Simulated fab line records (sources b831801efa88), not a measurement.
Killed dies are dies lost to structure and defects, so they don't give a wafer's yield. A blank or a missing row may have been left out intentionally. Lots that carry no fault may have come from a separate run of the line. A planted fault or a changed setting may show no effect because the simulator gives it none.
fab line records	flow sky130
[record] lots = 13	wafers = 39	last_day = 50
route steps=708 shown NWELL@34 VT_ADJUST_HVTP@95
lots that met no fault: taken from a fault-free run of the same line
start_h: start of the lot's first displayed wafer, in hours after the record's first day	wait_h: hours since the lot's step before	" same as the row above	L1.1+2: one row covering several wafers at once	- no value present, or no start provided	* or withheld: withheld	< > ~ a bound
route shown NAME@n: a module of which the file shows steps, and the number in the route of the first	usual: mean and standard deviation over wafers with no fault	same: alike in all rows	chamber/n: place in a boat	sites: readings site by site	_std_site: standard deviation across them	_edge_site: outer sites' mean less inner sites'	radius_mm: for every site, how far away it sits from the centre of the wafer	mask NAME#n: copy n	behind: tool/chamber where the wafer was last shaped	hold: the reason the lot was held/the length of the hold in hours/how it ended	device: names the non-switching transistor (n, p or np)	end of line: the same wafers' tests at the end of the route	a step without rows: its recipe alone	killed: count of dies lost to structure and defects at first sort (not the wafer's yield)	map: the dies of a wafer, with x for killed, . for not killed, _ for no die there
set.NAME: setting as actually run; set.NAME@STEP: the setting as run at that earlier step	model.NAME: the simulator's own value behind a step, which no gauge read
route steps across a sampled set of lots; one table per step, one row per wafer
services: from which hour (start_h, from the record's first day; less than 0 if before it) a tool's chamber was out of use, for how many hours, and why
[[steps]]
[step SKY_NWELL_THK_MEAS_02]
[recipe] reads = SiO2_of_NWELL_OXIDATION_01
[usual] NWELL_OXIDATION_THK = 10.08/0.22
lot.wafer	tool	chamber	start_h	wait_h	NWELL_OXIDATION_THK[nm]
L415.1	film_metro-01	-	49.89	0.0	9.78
L415.2	"	-	"	"	9.77
L415.3	"	-	"	"	9.86
L416.2	film_metro-04	-	61.24	0.0	9.99
L416.3	"	-	"	"	10.01
L416.4	"	-	"	"	9.95
L417.1	film_metro-03	-	66.58	0.0	10.18
L417.4	"	-	"	"	10.10
L417.6	"	-	"	"	10.02
L418.1	film_metro-01	-	66.58	0.0	9.87
L418.3	"	-	"	"	10.02
L418.4	"	-	"	"	9.90
L420.1	film_metro-01	-	73.22	0.0	9.81
L420.2	"	-	"	"	9.94
L420.6	"	-	"	"	9.90
L419.2	film_metro-04	-	73.23	0.0	10.15
L419.5	"	-	"	"	9.97
L419.6	"	-	"	"	10.02
L429.2	film_metro-01	-	116.52	0.0	10.29
L429.3	"	-	"	"	10.32
L429.6	"	-	"	"	10.17
L430.1	film_metro-01	-	123.51	0.0	10.41
L430.2	"	-	"	"	10.38
L430.4	"	-	"	"	10.42
L431.1	film_metro-03	-	123.51	0.0	10.46
L431.4	"	-	"	"	10.57
L431.5	"	-	"	"	10.64
L432.1	film_metro-01	-	129.79	0.0	10.05
L432.3	"	-	"	"	10.15
L432.5	"	-	"	"	10.10
L433.1	film_metro-04	-	132.36	0.0	9.72
L433.2	"	-	"	"	9.92
L433.4	"	-	"	"	9.87
L434.1	film_metro-04	-	138.03	0.0	10.17
L434.3	"	-	"	"	10.41
L434.6	"	-	"	"	10.22
L438.2	film_metro-01	-	156.14	0.0	9.62
L438.3	"	-	"	"	9.76
L438.6	"	-	"	"	9.81
[step SKY_NWELL_OVL_MEAS_10]
[usual] NWELL_00_OVL = 0.3/1.3
lot.wafer	tool	chamber	start_h	wait_h	NWELL_00_OVL[nm]
L415.1	overlay-02	-	95.27	-	-0.1
L415.2	"	-	"	"	-0.1
L415.3	"	-	"	"	-2.2
L416.2	overlay-02	-	109.87	-	0.0
L416.3	"	-	"	"	0.9
L416.4	"	-	"	"	1.1
L418.1	overlay-02	-	117.41	-	-1.8
L418.3	"	-	"	"	-2.0
L418.4	"	-	"	"	-2.5
L417.1	overlay-01	-	117.77	-	1.4
L417.4	"	-	"	"	1.6
L417.6	"	-	"	"	1.8
L419.2	overlay-02	-	124.33	-	1.4
L419.5	"	-	"	"	-0.1
L419.6	"	-	"	"	0.7
L420.1	overlay-01	-	124.91	-	-0.7
L420.2	"	-	"	"	-1.6
L420.6	"	-	"	"	0.2
L429.2	overlay-02	-	172.97	-	2.2
L429.3	"	-	"	"	3.7
L429.6	"	-	"	"	3.5
L431.1	overlay-02	-	181.81	-	0.3
L431.4	"	-	"	"	-1.4
L431.5	"	-	"	"	-0.1
L430.1	overlay-02	-	182.76	-	0.8
L430.2	"	-	"	"	-0.6
L430.4	"	-	"	"	0.1
L432.1	overlay-01	-	189.31	-	0.4
L432.3	"	-	"	"	-0.4
L432.5	"	-	"	"	0.3
L433.1	overlay-01	-	192.92	-	-1.0
L433.2	"	-	"	"	-1.5
L433.4	"	-	"	"	-0.6
L434.1	overlay-01	-	199.01	-	-0.5
L434.3	"	-	"	"	-0.7
L434.6	"	-	"	"	-0.9
L438.2	overlay-01	-	219.28	-	-0.5
L438.3	"	-	"	"	-1.0
L438.6	"	-	"	"	0.8
[step SKY_NWELL_STRIP_25]
[recipe] chemistry = O2/N2	power_w = 1400	pressure_mtorr = 1500	platen_temp_c = withheld	o2_flow_sccm = 3000	n2_flow_sccm = 300	overash_fraction = 0.5
[usual] drypump_motor_current_A = 5.5/0.47	oes_product_au = 0.723/0.0046	strip_time_to_endpoint_s = 36.89/0.11
lot.wafer	tool	chamber	start_h	wait_h	drypump_motor_current_A	oes_product_au	rf_hours_counter_h	strip_time_to_endpoint_s
L415.1	plasma_asher-03	1	114.15	0.1	5.6	0.724	42	36.86
L415.2	"	0	"	"	6.2	0.725	42	36.93
L415.3	"	1	"	"	5.6	0.725	-	36.79
L416.2	plasma_asher-03	1	127.48	0.1	5.6	0.720	43	36.89
L416.3	"	0	"	"	6.2	0.727	-	36.86
L416.4	"	1	"	"	5.5	0.718	-	36.96
L418.1	plasma_asher-03	1	135.45	0.1	5.6	0.725	44	36.84
L418.3	"	1	"	"	5.6	0.724	-	36.69
L418.4	"	0	"	"	6.2	0.726	-	36.83
L417.1	plasma_asher-01	1	136.93	0.1	4.9	0.724	51	36.87
L417.4	"	1	"	"	4.9	0.714	-	36.79
L417.6	"	0	"	"	5.8	0.733	-	36.90
L419.2	plasma_asher-04	0	143.71	0.1	5.0	0.728	32	36.78
L419.5	"	0	"	"	5.0	0.721	-	36.97
L419.6	"	1	"	"	5.9	0.711	-	37.00
L420.1	plasma_asher-03	1	143.83	0.1	5.6	0.879	45	-
L420.2	"	0	"	"	6.2	0.793	45	-
L420.6	"	1	"	"	5.6	0.772	-	-
L429.2	plasma_asher-03	0	194.13	0.1	6.2	0.716	49	36.95
L429.3	"	0	"	"	6.2	0.716	-	36.91
L429.6	"	1	"	"	5.6	0.723	-	36.96
L431.1	plasma_asher-01	1	203.89	0.1	4.9	0.727	58	36.64
L431.4	"	0	"	"	5.8	0.726	-	36.68
L431.5	"	0	"	"	5.8	0.728	-	36.81
L430.1	plasma_asher-03	0	208.59	0.1	6.2	0.718	51	37.04
L430.2	"	1	"	"	5.6	0.717	51	36.93
L430.4	"	0	"	"	6.2	0.723	-	36.97
L432.1	plasma_asher-01	1	212.08	0.1	4.9	0.724	59	36.80
L432.3	"	1	"	"	4.9	0.732	-	36.91
L432.5	"	1	"	"	4.9	0.726	-	36.76
L433.1	plasma_asher-03	0	215.93	0.1	6.2	0.726	51	36.98
L433.2	"	1	"	"	5.6	0.723	51	36.93
L433.4	"	1	"	"	5.6	0.718	-	36.96
L434.1	plasma_asher-01	0	222.19	0.1	5.8	0.716	60	36.80
L434.3	"	1	"	"	4.9	0.724	-	36.76
L434.6	"	0	"	"	5.8	0.731	-	36.84
L438.2	plasma_asher-04	0	242.08	0.1	5.0	0.728	39	36.93
L438.3	"	1	"	"	5.9	0.720	-	36.80
L438.6	"	1	"	"	5.9	0.726	-	36.91
[step SKY_NWELL_TW_MEAS_26]
[usual] NWELL_2_TW = 490/7.7
lot.wafer	tool	chamber	start_h	wait_h	NWELL_2_TW
L415.1	film_metro-01	-	114.25	0.1	495
L415.2	"	-	"	"	497
L415.3	"	-	"	"	497
L416.2	film_metro-04	-	127.59	0.1	484
L416.3	"	-	"	"	483
L416.4	"	-	"	"	483
L418.1	film_metro-01	-	135.55	0.1	500
L418.3	"	-	"	"	500
L418.4	"	-	"	"	501
L417.1	film_metro-01	-	137.03	0.1	503
L417.4	"	-	"	"	502
L417.6	"	-	"	"	504
L419.2	film_metro-01	-	143.82	0.1	502
L419.5	"	-	"	"	504
L419.6	"	-	"	"	500
L420.1	film_metro-03	-	143.93	0.1	493
L420.2	"	-	"	"	491
L420.6	"	-	"	"	493
L429.2	film_metro-04	-	194.24	0.1	479
L429.3	"	-	"	"	480
L429.6	"	-	"	"	479
L431.1	film_metro-04	-	203.99	0.1	482
L431.4	"	-	"	"	479
L431.5	"	-	"	"	482
L430.1	film_metro-04	-	208.69	0.1	482
L430.2	"	-	"	"	479
L430.4	"	-	"	"	483
L432.1	film_metro-01	-	212.18	0.1	497
L432.3	"	-	"	"	498
L432.5	"	-	"	"	500
L433.1	film_metro-04	-	216.03	0.1	483
L433.2	"	-	"	"	488
L433.4	"	-	"	"	487
L434.1	film_metro-04	-	222.29	0.1	487
L434.3	"	-	"	"	486
L434.6	"	-	"	"	485
L438.2	film_metro-04	-	242.19	0.1	486
L438.3	"	-	"	"	484
L438.6	"	-	"	"	484
[step SKY_VT_ADJUST_HVTP_STRIP_10]
[recipe] chemistry = O2/N2	power_w = 1400	pressure_mtorr = 1500	platen_temp_c = withheld	o2_flow_sccm = 3000	n2_flow_sccm = 300	overash_fraction = 0.5
[usual] drypump_motor_current_A = 5.8/0.61	oes_product_au = 0.715/0.0044	strip_time_to_endpoint_s = 14.17/0.046
lot.wafer	tool	chamber	start_h	wait_h	drypump_motor_current_A	oes_product_au	rf_hours_counter_h	strip_time_to_endpoint_s
L415.1	plasma_asher-02	0	132.00	0.1	6.7	0.721	1	14.24
L415.2	"	1	"	"	5.7	0.719	1	14.26
L415.3	"	1	"	"	5.7	0.713	-	14.26
L416.2	plasma_asher-02	0	147.17	0.1	6.7	0.715	3	14.11
L416.3	"	0	"	"	6.7	0.721	-	14.07
L416.4	"	1	"	"	5.7	0.715	-	14.08
L418.1	plasma_asher-04	1	155.53	0.1	5.9	0.717	33	14.18
L418.3	"	1	"	"	5.9	0.713	-	14.22
L418.4	"	0	"	"	5.0	0.709	-	14.18
L417.1	plasma_asher-01	1	156.15	0.1	4.9	0.710	53	14.20
L417.4	"	0	"	"	5.7	0.711	-	14.21
L417.6	"	1	"	"	4.9	0.707	-	14.17
L419.2	plasma_asher-01	0	163.63	0.1	5.8	0.721	54	14.15
L419.5	"	0	"	"	5.8	0.719	-	14.17
L419.6	"	1	"	"	4.9	0.719	-	14.15
L420.1	plasma_asher-04	0	164.53	0.1	5.0	0.724	34	50.57
L420.2	"	1	"	"	5.9	0.719	34	50.71
L420.6	"	0	"	"	5.0	0.726	-	50.69
L429.2	plasma_asher-01	1	216.95	0.1	4.9	0.710	59	14.21
L429.3	"	0	"	"	5.8	0.713	-	14.18
L429.6	"	1	"	"	4.9	0.708	-	14.20
L431.1	plasma_asher-01	1	226.73	0.1	4.9	0.717	60	14.16
L431.4	"	0	"	"	5.8	0.719	-	14.21
L431.5	"	0	"	"	5.8	0.718	-	14.15
L430.1	plasma_asher-02	1	231.77	0.1	5.7	0.710	11	14.20
L430.2	"	0	"	"	6.7	0.719	11	14.14
L430.4	"	1	"	"	5.7	0.719	-	14.19
L432.1	plasma_asher-02	1	234.77	0.1	5.7	0.718	12	14.20
L432.3	"	0	"	"	6.7	0.714	-	14.13
L432.5	"	0	"	"	6.6	0.720	-	14.15
L433.1	plasma_asher-02	1	239.33	0.1	5.7	0.723	12	14.25
L433.2	"	0	"	"	6.7	0.712	12	14.21
L433.4	"	0	"	"	6.7	0.723	-	14.24
L434.1	plasma_asher-02	0	245.78	0.2	6.7	0.714	13	14.24
L434.3	"	1	"	"	5.7	0.718	-	14.22
L434.6	"	0	"	"	6.7	0.713	-	14.26
L438.2	plasma_asher-04	1	266.07	0.1	5.9	0.719	42	14.15
L438.3	"	1	"	"	5.9	0.709	-	14.14
L438.6	"	1	"	"	5.9	0.717	-	14.15
[step SKY_VT_ADJUST_HVTP_TW_MEAS_11]
[usual] VT_ADJUST_HVTP_TW = 1340/6.2
lot.wafer	tool	chamber	start_h	wait_h	VT_ADJUST_HVTP_TW
L415.1	film_metro-03	-	132.10	0.1	1341
L415.2	"	-	"	"	1342
L415.3	"	-	"	"	1336
L416.2	film_metro-02	-	147.28	0.1	1346
L416.3	"	-	"	"	1338
L416.4	"	-	"	"	1337
L418.1	film_metro-03	-	155.63	0.1	1342
L418.3	"	-	"	"	1337
L418.4	"	-	"	"	1344
L417.1	film_metro-03	-	156.25	0.1	1340
L417.4	"	-	"	"	1344
L417.6	"	-	"	"	1345
L419.2	film_metro-02	-	163.74	0.1	1336
L419.5	"	-	"	"	1334
L419.6	"	-	"	"	1335
L420.1	film_metro-02	-	164.63	0.1	29
L420.2	"	-	"	"	29
L420.6	"	-	"	"	30
L429.2	film_metro-03	-	217.06	0.1	1332
L429.3	"	-	"	"	1336
L429.6	"	-	"	"	1333
L431.1	film_metro-02	-	226.83	0.1	1331
L431.4	"	-	"	"	1343
L431.5	"	-	"	"	1340
L430.1	film_metro-02	-	231.87	0.1	1340
L430.2	"	-	"	"	1338
L430.4	"	-	"	"	1339
L432.1	film_metro-02	-	234.87	0.1	1333
L432.3	"	-	"	"	1343
L432.5	"	-	"	"	1345
L433.1	film_metro-03	-	239.43	0.1	1345
L433.2	"	-	"	"	1341
L433.4	"	-	"	"	1341
L434.1	film_metro-01	-	245.88	0.1	1353
L434.3	"	-	"	"	1351
L434.6	"	-	"	"	1357
L438.2	film_metro-02	-	266.18	0.1	1340
L438.3	"	-	"	"	1347
L438.6	"	-	"	"	1341
[[services]]
tool	chamber	start_h	hours	kind
plasma_asher-01	-	91.38	0.6	repair
plasma_asher-04	-	103.70	2.8	pm
plasma_asher-02	-	108.75	9.0	pm
plasma_asher-02	0	108.75	9.0	vent_cycle
plasma_asher-02	1	108.75	9.0	vent_cycle
plasma_asher-02	0	117.75	-	clean
plasma_asher-02	1	117.75	-	clean
plasma_asher-04	-	173.80	4.0	repair
plasma_asher-04	-	224.96	14.6	pm
plasma_asher-01	-	245.55	39.4	pm
plasma_asher-04	-	254.95	1.3	repair
[[key]]
[first_sign] step = SKY_NWELL_STRIP_25	reading = oes_product_au	direction = up	sigmas = 20	usual = 0.723	struck = 0.814
[effect] step = SKY_VT_ADJUST_HVTP_STRIP_10	reading = strip_time_to_endpoint_s	direction = up	sigmas = 99+	usual = *	struck = *
[effect] step = SKY_VT_ADJUST_HVTP_TW_MEAS_11	reading = VT_ADJUST_HVTP_TW	direction = down	sigmas = 99+	usual = 1340	struck = 30
met_at SKY_NWELL_STRIP_25
struck_lots L420
sort_left_out L420.1,L420.2,L420.6
tester_left_out L420
not_acting_at SKY_NWELL_THK_MEAS_02,SKY_NWELL_OVL_MEAS_10,SKY_NWELL_TW_MEAS_26
onset_between 135.45 143.83
[fault] kind = strip_aborted	tool = plasma_asher-03	chamber = -	onset_h = 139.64	steps = SKY_NWELL_STRIP_25	offset = 1	end_h = 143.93
// tester_left_out: of these lots the tester's yield and bins aren't shown, on N5 and GAA mostly nor the transistor test; their killed dies are dies lost to structure and defects alone, not to doping, threshold or leakage, so they don't give the yield
// sort_left_out: the simulated sort isn't trusted on such a fault, so these wafers' sort isn't shown, and their yield isn't known
